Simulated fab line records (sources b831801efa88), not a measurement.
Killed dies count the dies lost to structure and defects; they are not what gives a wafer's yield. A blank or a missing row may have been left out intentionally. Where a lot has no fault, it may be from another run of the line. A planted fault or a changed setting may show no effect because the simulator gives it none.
Which tool is to blame? + flow sky130 + Sampling: 15 lots, 45 wafers, 5 of 708 route steps

## WHAT THE GAUGES READ, wafer by wafer
SKY_VT_ADJUST_HVTR_TW_MEAS_11. Usual: VT_ADJUST_HVTR_TW 209.1, standard deviation 1.3.
| lot  | measured     | on           | VT_ADJUST_HVTR_TW | flag |
|------|--------------|--------------|-------------------|------|
| L695 | day 9 10:43  | filmMetro-03 | 209.2 208.5 208.0 |      |
| L698 | day 10 10:52 | filmMetro-03 | 208.2 209.9 207.1 |      |
| L699 | day 10 16:14 | filmMetro-02 | 207.4 208.1 208.3 |      |
| L701 | day 11 06:20 | filmMetro-03 | 209.8 208.9 209.2 |      |
| L702 | day 11 13:35 | filmMetro-02 | 208.0 207.8 206.9 |      |
| L703 | day 11 23:29 | filmMetro-03 | 208.7 209.1 209.6 |      |
| L705 | day 12 11:48 | filmMetro-04 | 211.4 210.7 209.8 |      |
| L707 | day 13 01:29 | filmMetro-02 | 208.7 208.2 208.2 |      |
| L708 | day 13 10:50 | filmMetro-04 | 210.1 210.8 211.3 |      |
| L712 | day 14 16:17 | filmMetro-04 | 29.9 30.1 29.8    | OFF  |
| L713 | day 14 21:41 | filmMetro-02 | 29.6 29.6 29.6    | OFF  |
| L714 | day 15 08:21 | filmMetro-03 | 29.9 29.7 29.7    | OFF  |
| L716 | day 15 21:44 | filmMetro-04 | 210.1 209.4 210.9 |      |
| L717 | day 16 06:01 | filmMetro-02 | 205.4 206.2 207.6 |      |
| L718 | day 16 09:38 | filmMetro-04 | 209.5 211.0 209.9 |      |

SKY_SONOS_ONO_OVL_MEAS_14. Usual: SONOS_ONO_OVL -0.2 nm, standard deviation 1.4.
| lot  | measured     | on         | SONOS_ONO_OVL (nm) | flag |
|------|--------------|------------|--------------------|------|
| L695 | day 12 12:43 | overlay-02 | -1.0 0.2 -0.8      |      |
| L698 | day 13 17:14 | overlay-02 | -0.3 0.9 1.1       |      |
| L699 | day 14 03:49 | overlay-01 | -2.3 -1.6 0.4      |      |
| L701 | day 14 16:28 | overlay-01 | 0.1 -0.2 -1.6      |      |
| L702 | day 14 22:03 | overlay-02 | 1.4 -0.9 0.1       |      |
| L703 | day 15 08:42 | overlay-01 | -1.3 -1.2 -0.1     |      |
| L705 | day 15 23:07 | overlay-01 | 1.1 2.3 1.3        |      |
| L707 | day 16 21:05 | overlay-01 | 1.1 -0.2 1.3       |      |
| L708 | day 17 08:08 | overlay-02 | -1.8 -0.8 0.3      |      |
| L716 | day 20 01:04 | overlay-01 | 3.1 1.8 0.6        |      |
| L717 | day 20 07:44 | overlay-02 | -2.8 -2.5 -1.6     |      |
| L718 | day 20 08:02 | overlay-01 | 0.4 1.1 -0.9       |      |

## EACH LOT AND THE TOOL THAT RAN IT (in order: tool; ch and the chambers of the sampled wafers; start)
| lot  | SKY_PWDE_STRIP_09                  | SKY_VT_ADJUST_NCORE_DEHYDRATE_00 | SKY_VT_ADJUST_HVTR_IMPLANT_09   |
|------|------------------------------------|----------------------------------|---------------------------------|
| L695 | plasmaAsher-01 ch 0,1, day 3 21:40 | lithoTrack-01 ch 0, day 8 03:17  | implanter-02 ch 0, day 9 10:29  |
| L698 | plasmaAsher-03 ch 0,1, day 4 14:28 | lithoTrack-02 ch 0, day 9 01:01  | implanter-02 ch 0, day 10 10:37 |
| L699 | plasmaAsher-01 ch 1, day 4 19:46   | lithoTrack-03 ch 0, day 9 06:02  | implanter-02 ch 0, day 10 15:59 |
| L701 | plasmaAsher-01 ch 0,1, day 5 06:36 | lithoTrack-03 ch 0, day 9 19:38  | implanter-03 ch 0, day 11 06:05 |
| L702 | plasmaAsher-03 ch 0,1, day 5 11:39 | lithoTrack-02 ch 0, day 10 01:16 | implanter-02 ch 0, day 11 13:20 |
| L703 | plasmaAsher-03 ch 0,1, day 5 16:31 | lithoTrack-01 ch 0, day 10 10:47 | implanter-01 ch 0, day 11 23:14 |
| L705 | plasmaAsher-01 ch 0,1, day 6 05:21 | lithoTrack-03 ch 0, day 10 22:25 | implanter-01 ch 0, day 12 11:34 |
| L707 | plasmaAsher-01 ch 0,1, day 6 15:37 | lithoTrack-01 ch 0, day 11 11:42 | implanter-03 ch 0, day 13 01:14 |
| L708 | plasmaAsher-04 ch 0,1, day 6 22:03 | lithoTrack-01 ch 0, day 11 20:53 | implanter-02 ch 0, day 13 10:35 |
| L712 | plasmaAsher-01 ch 0,1, day 7 21:01 | lithoTrack-02 ch 0, day 13 00:10 | implanter-01, day 14 16:02      |
| L713 | plasmaAsher-04 ch 0,1, day 7 23:58 | lithoTrack-03 ch 0, day 13 05:02 | implanter-03, day 14 21:26      |
| L714 | plasmaAsher-04 ch 0,1, day 8 08:29 | lithoTrack-02 ch 0, day 13 15:37 | implanter-01, day 15 08:08      |
| L716 | plasmaAsher-03 ch 0,1, day 8 19:38 | lithoTrack-03 ch 0, day 14 05:35 | implanter-01 ch 0, day 15 21:29 |
| L717 | plasmaAsher-04 ch 0,1, day 9 00:28 | lithoTrack-03 ch 0, day 14 13:22 | implanter-03 ch 0, day 16 05:47 |
| L718 | plasmaAsher-01 ch 0,1, day 9 04:54 | lithoTrack-03 ch 0, day 14 16:43 | implanter-02 ch 0, day 16 09:25 |
- SKY_PWDE_STRIP_09: strips in O2/N2.
- SKY_VT_ADJUST_NCORE_DEHYDRATE_00: time 62.13 s.
- SKY_VT_ADJUST_HVTR_IMPLANT_09

## AS READ BY THE TOOLS THEMSELVES (means over the sampled wafers that have a number; for cases with no such wafer, the mark the record gives instead)
SKY_PWDE_STRIP_09. Usual: chamberPressureMTorr 1500.0 mTorr, standard deviation 1.4; drypumpMotorCurrentA 5.6 A, standard deviation 0.56; n2FlowSccm 300.2 sccm, standard deviation 0.87; oesProductAu 0.722 a.u., standard deviation 0.0042; stripTimeToEndpointS 36.86 s, standard deviation 0.12.
| lot  | tool           | chamberPressureMTorr (mTorr) | drypumpMotorCurrentA (A) | n2FlowSccm (sccm) | oesProductAu (a.u.) | stripTimeToEndpointS (s) | flag |
|------|----------------|------------------------------|--------------------------|-------------------|---------------------|--------------------------|------|
| L695 | plasmaAsher-01 | 1500.6                       | 5.1                      | 300.4             | 0.722               | 36.66                    |      |
| L698 | plasmaAsher-03 | 1500.0                       | 5.5                      | 300.5             | 0.717               | 36.63                    |      |
| L699 | plasmaAsher-01 | 1499.8                       | 4.8                      | 299.7             | 0.722               | 36.70                    |      |
| L701 | plasmaAsher-01 | 1500.9                       | 5.1                      | 300.6             | 0.722               | 36.94                    |      |
| L702 | plasmaAsher-03 | 1500.4                       | 5.4                      | 298.9             | 0.726               | 36.91                    |      |
| L703 | plasmaAsher-03 | 1500.6                       | 5.4                      | 300.3             | 0.724               | 36.85                    |      |
| L705 | plasmaAsher-01 | 1500.6                       | 4.9                      | 299.4             | 0.721               | 36.95                    |      |
| L707 | plasmaAsher-01 | 1500.7                       | 5.0                      | 299.7             | 0.722               | 36.93                    |      |
| L708 | plasmaAsher-04 | 1500.7                       | 6.3                      | 300.2             | 0.721               | 36.84                    |      |
| L712 | plasmaAsher-01 | 1500.6                       | 5.1                      | 300.1             | 0.719               | 36.73                    |      |
| L713 | plasmaAsher-04 | 1499.2                       | 6.1                      | 300.0             | 0.724               | 36.92                    |      |
| L714 | plasmaAsher-04 | 1499.7                       | 6.1                      | 300.2             | 0.723               | 36.78                    |      |
| L716 | plasmaAsher-03 | 1500.3                       | 5.4                      | 299.7             | 0.721               | 36.77                    |      |
| L717 | plasmaAsher-04 | 1499.6                       | 6.3                      | 300.6             | 0.719               | 36.86                    |      |
| L718 | plasmaAsher-01 | 1500.1                       | 4.9                      | 300.0             | 0.720               | 36.98                    |      |

SKY_VT_ADJUST_NCORE_DEHYDRATE_00. Usual: plateSensorTCentreC 201.07 C, standard deviation 0.01; plateSensorTEdgeC 201.55 C, standard deviation 0.0094.
| lot  | tool          | plateSensorTCentreC (C) | plateSensorTEdgeC (C) | flag |
|------|---------------|-------------------------|-----------------------|------|
| L695 | lithoTrack-01 | 201.06                  | 201.55                |      |
| L698 | lithoTrack-02 | 201.06                  | 201.56                |      |
| L699 | lithoTrack-03 | 201.07                  | 201.55                |      |
| L701 | lithoTrack-03 | 201.06                  | 201.55                |      |
| L702 | lithoTrack-02 | 201.06                  | 201.54                |      |
| L703 | lithoTrack-01 | 201.08                  | 201.55                |      |
| L705 | lithoTrack-03 | 201.07                  | 201.56                |      |
| L707 | lithoTrack-01 | 201.06                  | 201.55                |      |
| L708 | lithoTrack-01 | 201.07                  | 201.55                |      |
| L712 | lithoTrack-02 | 201.08                  | 201.55                |      |
| L713 | lithoTrack-03 | 201.06                  | 201.56                |      |
| L714 | lithoTrack-02 | 201.07                  | 201.55                |      |
| L716 | lithoTrack-03 | 201.06                  | 201.55                |      |
| L717 | lithoTrack-03 | 201.07                  | 201.56                |      |
| L718 | lithoTrack-03 | 201.07                  | 201.54                |      |

SKY_VT_ADJUST_HVTR_IMPLANT_09. Usual: beamEnergyKeV 9.9995, standard deviation 0.0029; beamOnS 10.01 s, standard deviation 0.2.
| lot  | tool         | beamEnergyKeV | beamOnS (s) | flag |
|------|--------------|---------------|-------------|------|
| L695 | implanter-02 | 9.9992        | 10.07       |      |
| L698 | implanter-02 | 10.0017       | 10.02       |      |
| L699 | implanter-02 | 10.0023       | 9.95        |      |
| L701 | implanter-03 | 10.0007       | 10.03       |      |
| L702 | implanter-02 | 9.9968        | 9.96        |      |
| L703 | implanter-01 | 10.0027       | 10.13       |      |
| L705 | implanter-01 | 10.0020       | 9.88        |      |
| L707 | implanter-03 | 10.0018       | 10.09       |      |
| L708 | implanter-02 | 10.0027       | 10.17       |      |
| L712 | implanter-01 | -             | -           | OFF  |
| L713 | implanter-03 | -             | -           | OFF  |
| L714 | implanter-01 | -             | -           | OFF  |
| L716 | implanter-01 | 9.9994        | 10.16       |      |
| L717 | implanter-03 | 9.9990        | 10.15       |      |
| L718 | implanter-02 | 10.0010       | 9.99        |      |

## THE ANSWER, worked out from the rows above alone
Rule: lot off if the mean of its wafers having a number is beyond 3 standard deviations from the usual mean. A lot without any number at a reading at which 4 lots or more have one is off too. Any other lot the step has rows for is counted as sound. After the gauges, taken in route order, come the tools' own readings; for these a lot's mean is taken, as printed above. The first step at which some lot is off is used, and at that step the reading that is off furthest; a lot without a number counts as furthest.
Off: at SKY_VT_ADJUST_HVTR_TW_MEAS_11 (VT_ADJUST_HVTR_TW), L712, L713, L714.
A tool fits if, at a process step before that reading, it ran every lot that is off, and no sound lot after the first of them. Not tried: the gauges at SKY_VT_ADJUST_HVTR_TW_MEAS_11; whatever is off there is also off at SKY_VT_ADJUST_HVTR_IMPLANT_09, on other tools, and gauge error can't account for it. Of those tried, none fits.

## WHAT THE SIMULATOR HAD INSERTED
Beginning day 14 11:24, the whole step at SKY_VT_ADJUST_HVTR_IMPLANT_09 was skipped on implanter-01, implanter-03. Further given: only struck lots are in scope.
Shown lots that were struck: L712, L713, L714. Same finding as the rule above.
